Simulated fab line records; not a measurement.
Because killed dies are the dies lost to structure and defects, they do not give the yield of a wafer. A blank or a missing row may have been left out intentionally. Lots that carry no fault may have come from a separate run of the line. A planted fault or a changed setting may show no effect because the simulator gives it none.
Which tool is to blame? / flow sky130 / 33 wafers from 11 lots sampled at 4 of the route's 708 steps

## WHAT EACH GAUGE READ, for each wafer
SKY_VIA2_RS_MEAS_22: measurement is done with a four-point probe. Usual: for VIA2_W_RS the level is 0.269 ohm/sq and the standard deviation is 0.0038.
lot=L746; measured=day 36 17:05; on=filmMetro-01; VIA2_W_RS (ohm/sq)=0.266 0.268 0.273; flag=
lot=L748; measured=day 37 06:36; on=filmMetro-03; VIA2_W_RS (ohm/sq)=0.270 0.279 0.270; flag=
lot=L752; measured=day 38 04:04; on=filmMetro-01; VIA2_W_RS (ohm/sq)=0.271 0.264 0.265; flag=
lot=L755; measured=day 38 23:59; on=filmMetro-02; VIA2_W_RS (ohm/sq)=0.272 0.273 0.270; flag=
lot=L758; measured=day 40 01:27; on=filmMetro-02; VIA2_W_RS (ohm/sq)=0.271 0.271 0.269; flag=
lot=L759; measured=day 40 19:40; on=filmMetro-02; VIA2_W_RS (ohm/sq)=0.268 0.272 0.267; flag=
lot=L761; measured=day 41 11:10; on=filmMetro-03; VIA2_W_RS (ohm/sq)=0.271 0.276 0.270; flag=
lot=L762; measured=day 41 20:52; on=filmMetro-03; VIA2_W_RS (ohm/sq)=0.268 0.275 0.273; flag=
lot=L764; measured=day 41 22:47; on=filmMetro-02; VIA2_W_RS (ohm/sq)=0.267 0.265 0.273; flag=
lot=L763; measured=day 41 23:47; on=filmMetro-01; VIA2_W_RS (ohm/sq)=0.272 0.267 0.272; flag=
lot=L765; measured=day 42 03:05; on=filmMetro-03; VIA2_W_RS (ohm/sq)=0.270 0.276 0.269; flag=

SKY_VIA2_THK_MEAS_23: measures by xrf. Usual: for VIA2_W_THK the level is 410 nm and the standard deviation is 8.1.
lot=L746; measured=day 36 17:10; on=filmMetro-01; VIA2_W_THK (nm)=396 391 388; flag=
lot=L748; measured=day 37 06:43; on=filmMetro-03; VIA2_W_THK (nm)=413 402 415; flag=
lot=L752; measured=day 38 04:11; on=filmMetro-01; VIA2_W_THK (nm)=398 406 405; flag=
lot=L755; measured=day 39 00:06; on=filmMetro-02; VIA2_W_THK (nm)=410 407 407; flag=
lot=L758; measured=day 40 01:33; on=filmMetro-02; VIA2_W_THK (nm)=407 409 410; flag=
lot=L759; measured=day 40 19:47; on=filmMetro-02; VIA2_W_THK (nm)=410 402 413; flag=
lot=L761; measured=day 41 11:17; on=filmMetro-03; VIA2_W_THK (nm)=417 409 417; flag=
lot=L762; measured=day 41 20:59; on=filmMetro-03; VIA2_W_THK (nm)=420 407 412; flag=
lot=L764; measured=day 41 22:55; on=filmMetro-02; VIA2_W_THK (nm)=415 415 407; flag=
lot=L763; measured=day 41 23:54; on=filmMetro-01; VIA2_W_THK (nm)=399 404 399; flag=
lot=L765; measured=day 42 03:12; on=filmMetro-03; VIA2_W_THK (nm)=413 405 415; flag=

## WHICH TOOL RAN EACH LOT (tool, then ch and the chambers of the sampled wafers, then the start)
lot=L746; SKY_VIA2_ETCH_15=rieDiel-01 ch 0,3, day 36 16:10; SKY_VIA2_STRIP_16=plasmaAsher-04 ch 0,1, day 36 16:16
lot=L748; SKY_VIA2_ETCH_15=rieDiel-03 ch 1,2,3, day 37 05:43; SKY_VIA2_STRIP_16=plasmaAsher-01 ch 0,1, day 37 05:47
lot=L752; SKY_VIA2_ETCH_15=rieDiel-04 ch 0,2,3, day 38 03:11; SKY_VIA2_STRIP_16=plasmaAsher-01 ch 0,1, day 38 03:15
lot=L755; SKY_VIA2_ETCH_15=rieDiel-01 ch 1,2, day 38 23:08; SKY_VIA2_STRIP_16=plasmaAsher-04 ch 0,1, day 38 23:12
lot=L758; SKY_VIA2_ETCH_15=rieDiel-01 ch 0,1,2, day 40 00:26; SKY_VIA2_STRIP_16=plasmaAsher-01 ch 0,1, day 40 00:32
lot=L759; SKY_VIA2_ETCH_15=rieDiel-01 ch 0,1,2, day 40 18:49; SKY_VIA2_STRIP_16=plasmaAsher-01 ch 0,1, day 40 18:53
lot=L761; SKY_VIA2_ETCH_15=rieDiel-03 ch 1,2, day 41 10:19; SKY_VIA2_STRIP_16=plasmaAsher-02 ch 0,1, day 41 10:23
lot=L762; SKY_VIA2_ETCH_15=rieDiel-03 ch 0,3, day 41 19:59; SKY_VIA2_STRIP_16=plasmaAsher-02 ch 0,1, day 41 20:03
lot=L764; SKY_VIA2_ETCH_15=rieDiel-03 ch 0,2,3, day 41 21:55; SKY_VIA2_STRIP_16=plasmaAsher-01 ch 0,1, day 41 21:58
lot=L763; SKY_VIA2_ETCH_15=rieDiel-03 ch 0,2,3, day 41 22:53; SKY_VIA2_STRIP_16=plasmaAsher-02 ch 0,1, day 41 22:57
lot=L765; SKY_VIA2_ETCH_15=rieDiel-04 ch 1,2,3, day 42 02:11; SKY_VIA2_STRIP_16=plasmaAsher-04 ch 0,1, day 42 02:15
- SKY_VIA2_ETCH_15: etches SiO2 in C4F8/O2/Ar, stops on TiN, target depth 546 nm, time 84 s.
- SKY_VIA2_STRIP_16: strips in O2/N2.

## AS READ BY THE TOOLS THEMSELVES (means over the sampled wafers that have a number; for cases with no such wafer, the mark the record gives instead)
SKY_VIA2_ETCH_15. Usual: oesProductAu at 0.939 a.u., with a standard deviation of 0.0049.
lot=L746; tool=rieDiel-01; oesProductAu (a.u.)=0.936; flag=
lot=L748; tool=rieDiel-03; oesProductAu (a.u.)=0.934; flag=
lot=L752; tool=rieDiel-04; oesProductAu (a.u.)=0.934; flag=
lot=L755; tool=rieDiel-01; oesProductAu (a.u.)=0.938; flag=
lot=L758; tool=rieDiel-01; oesProductAu (a.u.)=0.938; flag=
lot=L759; tool=rieDiel-01; oesProductAu (a.u.)=0.937; flag=
lot=L761; tool=rieDiel-03; oesProductAu (a.u.)=0.937; flag=
lot=L762; tool=rieDiel-03; oesProductAu (a.u.)=0.937; flag=
lot=L764; tool=rieDiel-03; oesProductAu (a.u.)=0.943; flag=
lot=L763; tool=rieDiel-03; oesProductAu (a.u.)=0.941; flag=
lot=L765; tool=rieDiel-04; oesProductAu (a.u.)=0.946; flag=

SKY_VIA2_STRIP_16. Usual: drypumpMotorCurrentA 5.9 A, standard deviation 0.5; oesProductAu 0.397 a.u., standard deviation 0.0045; stripTimeToEndpointS 4.020 s, standard deviation 0.023.
lot=L746; tool=plasmaAsher-04; drypumpMotorCurrentA (A)=5.8; oesProductAu (a.u.)=0.394; stripTimeToEndpointS (s)=4.021; flag=
lot=L748; tool=plasmaAsher-01; drypumpMotorCurrentA (A)=6.1; oesProductAu (a.u.)=0.401; stripTimeToEndpointS (s)=4.047; flag=
lot=L752; tool=plasmaAsher-01; drypumpMotorCurrentA (A)=5.8; oesProductAu (a.u.)=0.394; stripTimeToEndpointS (s)=4.010; flag=
lot=L755; tool=plasmaAsher-04; drypumpMotorCurrentA (A)=5.8; oesProductAu (a.u.)=0.393; stripTimeToEndpointS (s)=4.019; flag=
lot=L758; tool=plasmaAsher-01; drypumpMotorCurrentA (A)=6.1; oesProductAu (a.u.)=0.387; stripTimeToEndpointS (s)=3.812; flag=OFF
lot=L759; tool=plasmaAsher-01; drypumpMotorCurrentA (A)=6.1; oesProductAu (a.u.)=0.384; stripTimeToEndpointS (s)=3.803; flag=OFF
lot=L761; tool=plasmaAsher-02; drypumpMotorCurrentA (A)=5.7; oesProductAu (a.u.)=0.398; stripTimeToEndpointS (s)=4.029; flag=
lot=L762; tool=plasmaAsher-02; drypumpMotorCurrentA (A)=5.7; oesProductAu (a.u.)=0.398; stripTimeToEndpointS (s)=4.026; flag=
lot=L764; tool=plasmaAsher-01; drypumpMotorCurrentA (A)=5.8; oesProductAu (a.u.)=0.395; stripTimeToEndpointS (s)=4.001; flag=
lot=L763; tool=plasmaAsher-02; drypumpMotorCurrentA (A)=6.1; oesProductAu (a.u.)=0.397; stripTimeToEndpointS (s)=4.055; flag=
lot=L765; tool=plasmaAsher-04; drypumpMotorCurrentA (A)=5.4; oesProductAu (a.u.)=0.397; stripTimeToEndpointS (s)=4.040; flag=

## THE ANSWER, worked out from the rows above alone
Rule: lot off if the mean of its wafers having a number is beyond 3 standard deviations from the usual mean. A lot without any number at a reading at which 4 lots or more have one is off too. Where the step has rows for the other lots, those lots are counted as sound. The gauges are gone through in route order, then the tools' own readings, and for those a lot's mean is taken as printed above. At the first step where some lot is off, the reading lying furthest off is the one used; lots without a number count as furthest.
Off, at SKY_VIA2_STRIP_16 on stripTimeToEndpointS: L758, L759.
If a tool, at that step or one of the process steps before it, ran each lot that is off and ran no sound lot following the first of them, it fits. One fits: SKY_VIA2_ETCH_15 on rieDiel-01. Its last sound lot is L755 (day 38 23:08), its first lot that is off L758 (day 40 00:26): a fault that began between those two fits.

## WHAT WAS PUT IN BY THE SIMULATOR
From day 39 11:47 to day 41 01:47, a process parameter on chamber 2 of rieDiel-01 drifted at SKY_VIA2_ETCH_15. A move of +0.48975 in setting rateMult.
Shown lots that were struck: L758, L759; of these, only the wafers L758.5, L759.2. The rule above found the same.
